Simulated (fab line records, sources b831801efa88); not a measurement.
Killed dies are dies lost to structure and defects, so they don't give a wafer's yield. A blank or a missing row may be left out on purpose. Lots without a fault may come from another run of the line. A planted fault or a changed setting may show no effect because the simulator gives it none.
One fault seen from 2 desks | flow gf180mcu | each desk has only its own numbers; what lay behind them comes last

THE TOOL OWNER'S DESK: plasma_asher-03
The tool's own readings at GF_NWELL_STRIP_10 (strips in O2/N2): means of the sampled wafers that have a number, for each lot that ran on this tool. A lot is out of limits, marked OUT, if its mean lies more than 4 standard deviations from the usual mean; the brackets give that distance.
Columns: A = drypump_motor_current_A at GF_NWELL_STRIP_10, usual 5.6 A; B = heater_power_w at GF_NWELL_STRIP_10, usual 361 W; C = oes_product_au at GF_NWELL_STRIP_10, usual 0.723 a.u.; D = strip_time_to_endpoint_s at GF_NWELL_STRIP_10, usual 36.97 s
lot  | first seen here | A   | B   | C     | D
L845 | day 3 17:17     | 6.2 | 391 | 0.717 | 36.89
L847 | day 4 04:06     | 5.9 | 399 | 0.723 | 37.02
L849 | day 4 15:28     | 5.8 | 394 | 0.723 | 37.03
L850 | day 4 21:29     | 6.1 | 391 | 0.724 | 36.85
L853 | day 5 13:37     | 6.1 | 386 | 0.725 | 36.93
L854 | day 5 18:16     | 6.1 | 391 | 0.725 | 36.91
This desk's finding: nothing out of limits on any of the 6 lots.

THE METROLOGY DESK
What the gauges read, lot by lot, whatever tool the lot ran on: means of the sampled wafers that have a number. A lot is out of limits, marked OUT, if its mean lies more than 4 standard deviations from the usual mean; the brackets give that distance.
Columns: A = TOP_METAL_OVL at GF_TOP_METAL_OVL_MEAS_15, usual 0.5 nm
lot  | first seen here | A
L843 | day 28 07:19    | -0.1
L845 | day 29 04:03    | 2.2
L846 | day 29 14:30    | 0.9
L847 | day 29 16:06    | 0.1
L848 | day 29 19:57    | 0.2
L849 | day 30 03:22    | -1.9
L850 | day 30 14:15    | 1.4
L853 | day 31 05:18    | 0.3
L852 | day 31 06:34    | 2.9
L854 | day 31 13:27    | -1.1
L864 | day 33 16:55    | 1.9
L863 | day 33 17:56    | -0.0
L865 | day 33 20:26    | 1.3
L866 | day 33 22:31    | 0.5
This desk's finding: nothing out of limits on any of the 14 lots.

PUT TOGETHER
The tool owner's desk saw nothing out of limits.
The metrology desk saw nothing out of limits.

WHAT THE SIMULATOR HAD PUT IN
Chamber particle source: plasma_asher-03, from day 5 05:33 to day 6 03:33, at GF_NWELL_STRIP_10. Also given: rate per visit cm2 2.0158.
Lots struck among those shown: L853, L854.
